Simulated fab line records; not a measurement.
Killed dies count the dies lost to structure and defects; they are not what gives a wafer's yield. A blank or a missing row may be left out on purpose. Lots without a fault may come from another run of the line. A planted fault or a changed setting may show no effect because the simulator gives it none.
A struck lot beside a sound one || flow sfq-line || 19 out of 325 route steps
Sound: wafers L433.2, L433.3, L433.4. The struck wafers were L443.2, L443.4, L443.5. The cause comes at the end.
For every step that has rows: the tool of each side, followed by ch and its chambers, followed by its first start. Under that, the readings that differ: sound wafers || struck wafers || difference of the means || sigmas: that difference in standard deviations of wafers without a fault.
alike: readings with means less than 2 such deviations apart, plus words and numbers identical on both sides. not compared: withheld readings, readings lacking a value on some wafer, bounds such as >300 that could conceal the same value, and numbers that have no deviation in the record and whose values overlap.
The two part at a step that has a row with sigmas, a row that says differs or no value, or rows on one side only. When numbers do not overlap yet have no deviation, they are printed without sigmas and do not part them. Lack of a reading on every wafer of one side parts them only where that side has two or more wafers.

SFQ_M4_OVL_MEAS_926:
  sound on overlay-02, day 45 21:35; struck on overlay-02, day 51 04:29
  alike: M4_OVL
SFQ_TRILAYER_M4_BARC_OPEN_METAL_ETCH_123: etches BARC in O2, target depth 125 nm, time 41.7 s.
  sound on rie-metal-03 ch 0,1, day 45 21:37; struck on rie-metal-01 ch 0,1, day 51 04:31
  alike: chamber-pressure-mTorr, drypump-motor-current-A, oes-product-au
  not compared: rf-hours-counter-h
SFQ_TRILAYER_M4_ETCH_METAL_ETCH_096: etches Nb in Cl2/Ar, stops on SiO2, target depth 240 nm, time 120 s.
  sound on rie-metal-03 ch 0,1, day 45 21:40; struck on rie-metal-01 ch 0,1, day 51 04:35
  alike: chamber-pressure-mTorr, drypump-motor-current-A, oes-product-au
  not compared: rf-hours-counter-h
SFQ_TRILAYER_M4_STRIP_STRIP_097: strips in O2.
  sound on rie-metal-03 ch 0,1, day 45 21:47; struck on rie-metal-01 ch 0,1, day 51 04:43
  alike: chamber-pressure-mTorr, drypump-motor-current-A, oes-product-au
  not compared: rf-hours-counter-h
then, 1 step without rows for these wafers: SFQ_TRILAYER_M4_STRIP_SOLV_CLEAN_098 (cleans in NMP, time 600 s).
SFQ_TRILAYER_I4_DEP_PECVD_099: deposits SiO2 from SiH4/N2O, time 111.11 s, target thk 500 nm.
  sound on pecvd-03 ch 1,2, day 45 22:34; struck on pecvd-01 ch 1,2, day 51 05:29
  alike: heater-power-w, throttle-valve-pct
then, 1 step without rows for these wafers: SFQ_TRILAYER_I4_CMP_CMP_100 (polishes SiO2).
SFQ_I4_BOW_MEAS_927:
  sound on film-metro-03, day 46 04:16; struck on film-metro-03, day 51 10:38
  alike: I4_BOW
SFQ_TRILAYER_I4_METRO_MEASURE_101:
  sound on film-metro-03, day 46 04:34; struck on film-metro-03, day 51 10:56
  alike: thk-nm
then, 3 steps without rows for these wafers: SFQ_TRILAYER_I4_VIA_LITHO_COAT_108 (resist thk 62 nm); SFQ_TRILAYER_I4_VIA_LITHO_COAT_103 (resist thk 650 nm); SFQ_TRILAYER_I4_VIA_LITHO_SOFTBAKE_107.
-- the record jumps here: 6 days lie between the struck wafers' starts before and after --
SFQ_TRILAYER_I4_VIA_LITHO_EXPOSE_104: exposes mask I4, target cd 700 nm.
  sound on krf-scanner-01 ch 0, day 51 17:00; struck on krf-scanner-02 ch 0, day 57 07:15
{"reading": "exposure-dose-mJ-cm2", "sound": "21.280 21.298 21.282", "struck": "18.881 18.883 18.899", "difference": -2.399, "sigmas": "-99 or more"}
  alike: mask
then, 2 steps without rows for these wafers: SFQ_TRILAYER_I4_VIA_LITHO_PEB_106 (peb time 60 s); SFQ_TRILAYER_I4_VIA_LITHO_DEVELOP_105 (time 60 s).
SFQ_I4_OVL_MEAS_928:
  sound on overlay-02, day 51 18:19; struck on overlay-02, day 57 08:33
  alike: I4_OVL
SFQ_TRILAYER_I4_VIA_BARC_OPEN_VIA_ETCH_146: etches BARC in O2, target depth 125 nm, time 41.7 s.
  sound on rie-diel-01 ch 0,2,3, day 51 18:20; struck on rie-diel-03 ch 1,2,3, day 57 08:35
{"reading": "model.I4.cd-nm (nm)", "sound": "700.1 701.5 700.4", "struck": "682.7 684.7 682", "difference": -17.5, "sigmas": ""}
  alike: chamber-pressure-mTorr, drypump-motor-current-A, oes-product-au
  not compared: rf-hours-counter-h
SFQ_TRILAYER_I4_VIA_ETCH_VIA_ETCH_106: etches SiO2 in CHF3, stops on Nb, target depth 260 nm.
  sound on rie-diel-01 ch 0,2,3, day 51 18:23; struck on rie-diel-03 ch 1,2,3, day 57 08:37
{"reading": "model.I4.cd-nm (nm)", "sound": "699.9 698.3 699.7", "struck": "684.4 684.2 684.4", "difference": -15.0, "sigmas": ""}
  alike: chamber-pressure-mTorr, drypump-motor-current-A, oes-product-au
then, 1 step without rows for these wafers: SFQ_TRILAYER_I4_VIA_STRIP_STRIP_107 (strips in O2).

== WHERE THEY PART ==
Only at SFQ_TRILAYER_I4_VIA_LITHO_EXPOSE_104, within this record. Later steps at which nothing parts them and some readings are alike: SFQ_I4_OVL_MEAS_928, SFQ_TRILAYER_I4_VIA_BARC_OPEN_VIA_ETCH_146, SFQ_TRILAYER_I4_VIA_ETCH_VIA_ETCH_106.

WHY: what had been put in by the simulator
Process parameter drift: krf-scanner-02, from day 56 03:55 on, at SFQ_TRILAYER_I4_VIA_LITHO_EXPOSE_104. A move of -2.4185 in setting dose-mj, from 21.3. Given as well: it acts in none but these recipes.
